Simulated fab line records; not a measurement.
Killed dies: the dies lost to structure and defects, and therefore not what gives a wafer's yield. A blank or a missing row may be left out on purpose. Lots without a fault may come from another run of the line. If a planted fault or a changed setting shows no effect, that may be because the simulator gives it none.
The tool behind it: which one? / flow gf180mcu / 33 wafers from 11 lots sampled at 3 of the route's 602 steps

## WHAT THE GAUGES SHOWED, per wafer
GF_V5_THK_MEAS_01. Usual: V5_CVD_00_THK gives 302 nm (standard deviation 4).
lot=L877; measured=day 26 07:26; on=film_metro-02; V5_CVD_00_THK (nm)=305 305 303; flag=
lot=L879; measured=day 26 20:32; on=film_metro-04; V5_CVD_00_THK (nm)=302 299 302; flag=
lot=L880; measured=day 27 00:50; on=film_metro-04; V5_CVD_00_THK (nm)=302 299 299; flag=
lot=L882; measured=day 27 10:25; on=film_metro-04; V5_CVD_00_THK (nm)=305 303 305; flag=
lot=L883; measured=day 28 00:34; on=film_metro-04; V5_CVD_00_THK (nm)=297 305 298; flag=
lot=L884; measured=day 28 20:58; on=film_metro-03; V5_CVD_00_THK (nm)=303 304 305; flag=
lot=L889; measured=day 30 04:06; on=film_metro-02; V5_CVD_00_THK (nm)=302 300 302; flag=
lot=L891; measured=day 30 17:20; on=film_metro-04; V5_CVD_00_THK (nm)=305 310 310; flag=
lot=L897; measured=day 32 09:06; on=film_metro-02; V5_CVD_00_THK (nm)=299 299 298; flag=
lot=L899; measured=day 32 16:16; on=film_metro-02; V5_CVD_00_THK (nm)=296 297 303; flag=
lot=L898; measured=day 32 16:22; on=film_metro-02; V5_CVD_00_THK (nm)=301 296 293; flag=

GF_TOP_METAL_CD_MEAS_14: target cd 440 nm. Usual: cd_nm at 440.4 nm, with a standard deviation of 2.
lot=L877; measured=day 28 01:59; on=cd_sem-02; cd_nm (nm)=438.6 437.0 437.1; flag=
lot=L879; measured=day 28 14:59; on=cd_sem-02; cd_nm (nm)=436.5 438.9 438.5; flag=
lot=L880; measured=day 28 19:17; on=cd_sem-02; cd_nm (nm)=438.9 439.3 440.4; flag=
lot=L882; measured=day 29 03:31; on=cd_sem-02; cd_nm (nm)=440.2 440.4 440.8; flag=
lot=L883; measured=day 29 18:34; on=cd_sem-01; cd_nm (nm)=440.0 437.4 436.8; flag=
lot=L884; measured=day 30 11:55; on=cd_sem-01; cd_nm (nm)=444.2 443.2 443.4; flag=
lot=L889; measured=day 31 17:44; on=cd_sem-01; cd_nm (nm)=442.7 441.1 439.4; flag=
lot=L891; measured=day 32 06:17; on=cd_sem-01; cd_nm (nm)=439.0 440.6 440.2; flag=
lot=L897; measured=day 33 19:34; on=cd_sem-02; cd_nm (nm)=438.4 440.3 441.8; flag=
lot=L899; measured=day 34 01:40; on=cd_sem-01; cd_nm (nm)=438.3 438.9 439.4; flag=
lot=L898; measured=day 34 02:08; on=cd_sem-01; cd_nm (nm)=441.1 442.6 443.1; flag=

## TOOL THAT RAN EACH LOT (tool first, then ch and the chambers of the sampled wafers, then the start)
lot=L877; GF_MIM_SPUTTER_03=pvd_sputter-02, day 24 11:43
lot=L879; GF_MIM_SPUTTER_03=pvd_sputter-04, day 25 00:02
lot=L880; GF_MIM_SPUTTER_03=pvd_sputter-04, day 25 05:08
lot=L882; GF_MIM_SPUTTER_03=pvd_sputter-04, day 25 15:30
lot=L883; GF_MIM_SPUTTER_03=pvd_sputter-01, day 26 05:24
lot=L884; GF_MIM_SPUTTER_03=pvd_sputter-01, day 27 02:47
lot=L889; GF_MIM_SPUTTER_03=pvd_sputter-01, day 28 12:07
lot=L891; GF_MIM_SPUTTER_03=pvd_sputter-01, day 29 03:24
lot=L897; GF_MIM_SPUTTER_03=pvd_sputter-02, day 30 21:16
lot=L899; GF_MIM_SPUTTER_03=pvd_sputter-04, day 31 03:46
lot=L898; GF_MIM_SPUTTER_03=pvd_sputter-04, day 31 04:45
- GF_MIM_SPUTTER_03: material Ti, target thk 10 nm, time 6.7 s.

## AS READ BY THE TOOLS THEMSELVES (means over the sampled wafers that have a number; for cases with no such wafer, the mark the record gives instead)
GF_MIM_SPUTTER_03. Usual: cathode_dc_power_W 3000.0 W, standard deviation 0.57; throttle_valve_pct 29.9 %, standard deviation 1.1.
lot=L877; tool=pvd_sputter-02; cathode_dc_power_W (W)=2999.9; throttle_valve_pct (%)=29.0; flag=
lot=L879; tool=pvd_sputter-04; cathode_dc_power_W (W)=2999.7; throttle_valve_pct (%)=30.1; flag=
lot=L880; tool=pvd_sputter-04; cathode_dc_power_W (W)=3000.5; throttle_valve_pct (%)=30.2; flag=
lot=L882; tool=pvd_sputter-04; cathode_dc_power_W (W)=3000.3; throttle_valve_pct (%)=30.9; flag=
lot=L883; tool=pvd_sputter-01; cathode_dc_power_W (W)=3000.1; throttle_valve_pct (%)=29.4; flag=
lot=L884; tool=pvd_sputter-01; cathode_dc_power_W (W)=2999.5; throttle_valve_pct (%)=30.1; flag=
lot=L889; tool=pvd_sputter-01; cathode_dc_power_W (W)=3000.6; throttle_valve_pct (%)=30.2; flag=
lot=L891; tool=pvd_sputter-01; cathode_dc_power_W (W)=2999.7; throttle_valve_pct (%)=29.4; flag=
lot=L897; tool=pvd_sputter-02; cathode_dc_power_W (W)=2999.7; throttle_valve_pct (%)=30.4; flag=
lot=L899; tool=pvd_sputter-04; cathode_dc_power_W (W)=3000.0; throttle_valve_pct (%)=30.9; flag=
lot=L898; tool=pvd_sputter-04; cathode_dc_power_W (W)=3000.0; throttle_valve_pct (%)=30.7; flag=

## THE ANSWER, worked out from the rows above alone
Rule: take the mean of a lot's wafers that have a number; if it is more than 3 standard deviations from the usual mean, the lot is off. A lot without any number at a reading at which 4 lots or more have one is off too. Where the step has rows for the other lots, those lots are counted as sound. The gauges are gone through in route order, then the tools' own readings, and for those a lot's mean is taken as printed above. At the first step where some lot is off, the reading lying furthest off is the one used; lots without a number count as furthest.
Across all readings shown, no lot is off: no conclusion can be drawn from this.

## WHAT THE SIMULATOR HAD PUT IN
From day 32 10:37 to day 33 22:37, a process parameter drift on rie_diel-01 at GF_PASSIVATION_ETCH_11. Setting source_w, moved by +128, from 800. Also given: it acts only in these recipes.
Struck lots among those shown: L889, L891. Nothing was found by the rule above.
